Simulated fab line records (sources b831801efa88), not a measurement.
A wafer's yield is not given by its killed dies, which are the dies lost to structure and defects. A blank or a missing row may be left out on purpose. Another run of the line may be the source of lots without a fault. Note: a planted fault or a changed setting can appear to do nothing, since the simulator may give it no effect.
A struck lot beside a sound one -- flow gf180mcu -- 30 steps out of a route of 602
Sound: these wafers, L566.1, L566.5, L566.6. Struck: wafers L562.1, L562.4, L562.5. The cause is given at the end.
Order at every step that has rows: each side's tool, ch and its chambers, its first start. Under that, the readings that differ: sound wafers -- struck wafers -- difference of the means -- sigmas: that difference in standard deviations of wafers without a fault.
alike: readings whose means differ by less than 2 such deviations, and words and numbers that are the same on both sides. not compared: withheld readings, readings that some wafer has no value for, bounds like >300 that may hide the same value, and numbers for which the record gives no deviation and whose values overlap.
The two part at a step that has a row with sigmas, a row that says differs or no value, or rows on one side only. Numbers that have no deviation but don't overlap get no sigmas and don't part them. A reading missing from all wafers of one side parts the sides only when that side holds two or more wafers.

GF_HV_LDD_TW_MEAS_23:
  struck on film metro-01, day 14 06:20; sound on film metro-03, day 15 17:38
  alike: HV_LDD_2_TW
then, 7 steps without rows for these wafers: GF_HV_LDD_DEHYDRATE_24 (time 60 s); GF_HV_LDD_HMDS_25 (prime time 60 s); GF_HV_LDD_COAT_26 (resist thk 1000 nm); GF_HV_LDD_SOFTBAKE_27 (time 60 s); GF_HV_LDD_EXPOSE_28 (exposes mask Nplus HV AREA, target cd 400 nm); GF_HV_LDD_PEB_29; GF_HV_LDD_DEVELOP_30 (develop time 60 s).
GF_HV_LDD_CD_MEAS_31: the cd target is 400 nm.
  struck on cd sem-02, day 15 03:26; sound on cd sem-02, day 16 15:33
  alike: cd nm
GF_HV_LDD_OVL_MEAS_32:
  struck on overlay-01, day 15 03:33; sound on overlay-01, day 16 15:40
  alike: HV_LDD_02_OVL
then, 2 steps without rows for these wafers: GF_HV_LDD_IMPLANT_33; GF_HV_LDD_IMPLANT_34.
GF_HV_LDD_IMPLANT_35:
  struck on implanter-03, day 15 03:53; sound on implanter-03 ch 0, day 16 16:01
  no value came back on the struck wafers for beam energy keV, beam on s (s), faraday current uA; on the sound wafers beam energy keV reads 60.000 60.000 59.991
following that, these wafers have no rows for 1 step: GF_HV_LDD_IMPLANT_36.
GF_HV_LDD_STRIP_37: strips in O2/N2.
  sound on plasma asher-01 ch 0,1, day 16 16:19; struck on plasma asher-03 ch 0,1, day 15 04:11
  alike: drypump motor current A, heater power w, oes product au, strip time to endpoint s
  not compared: rf hours counter h
GF_HV_LDD_TW_MEAS_38:
  struck on film metro-03, day 15 04:31; sound on film metro-04, day 16 16:25
reading,sound,struck,difference,sigmas
HV_LDD_3_TW,1419 1419 1425,1323 1327 1321,-97,-12
  not compared: hold
then, 6 steps without rows for these wafers: GF_HV_LDD_HMDS_40 (prime time 60 s); GF_HV_LDD_COAT_41 (resist thk 1000 nm); GF_HV_LDD_SOFTBAKE_42 (time 60 s); GF_HV_LDD_EXPOSE_43 (exposes mask Pplus HV AREA, target cd 400 nm); GF_HV_LDD_PEB_44; GF_HV_LDD_DEVELOP_45 (develop time 60 s).
GF_HV_LDD_CD_MEAS_46: the cd target is 400 nm.
  struck on cd sem-02, day 16 02:16; sound on cd sem-01, day 17 14:58
  alike: cd nm
GF_HV_LDD_OVL_MEAS_47:
  struck on overlay-02, day 16 02:23; sound on overlay-02, day 17 15:05
  alike: HV_LDD_03_OVL
following that, these wafers have no rows for 1 step: GF_HV_LDD_IMPLANT_48.
GF_HV_LDD_STRIP_49: strips in O2/N2.
  sound on plasma asher-04 ch 0,1, day 17 15:16; struck on plasma asher-01 ch 0,1, day 16 02:34
  alike: drypump motor current A, heater power w, oes product au, strip time to endpoint s
  not compared: rf hours counter h
GF_HV_LDD_TW_MEAS_50:
  struck on film metro-03, day 16 02:40; sound on film metro-04, day 17 15:22
reading,sound,struck,difference,sigmas
HV_LDD_4_TW,561 560 560,572 567 565,+8,+2
then, 1 step without rows for these wafers: GF_HV_LDD_CLEAN_51 (cleans in SC1/SC2, time 150 s).
GF_HV_LDD_RTA_52: time 10 s.
  sound on rtp anneal-02 ch 0, day 17 15:29; struck on rtp anneal-02 ch 0, day 16 02:47
  alike: lamp power pct, wafer_temp_C_max
GF_HV_LDD_RS_MEAS_53: measures by four-point-probe.
  struck on film metro-01, day 16 03:08; sound on film metro-01, day 17 15:34
reading,sound,struck,difference,sigmas
HV_LDD_RS (ohm/sq),417.8 419.4 419.5,437.9 439.0 438.7,+19.6,+20
  not compared: hold

## WHERE THEY PART
At GF_HV_LDD_IMPLANT_35 first; at GF_HV_LDD_RS_MEAS_53 last (within this record only).

WHY: whatever the simulator had introduced
At GF_HV_LDD_IMPLANT_35, the step was skipped entirely on implanter-03 from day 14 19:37 on. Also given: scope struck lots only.
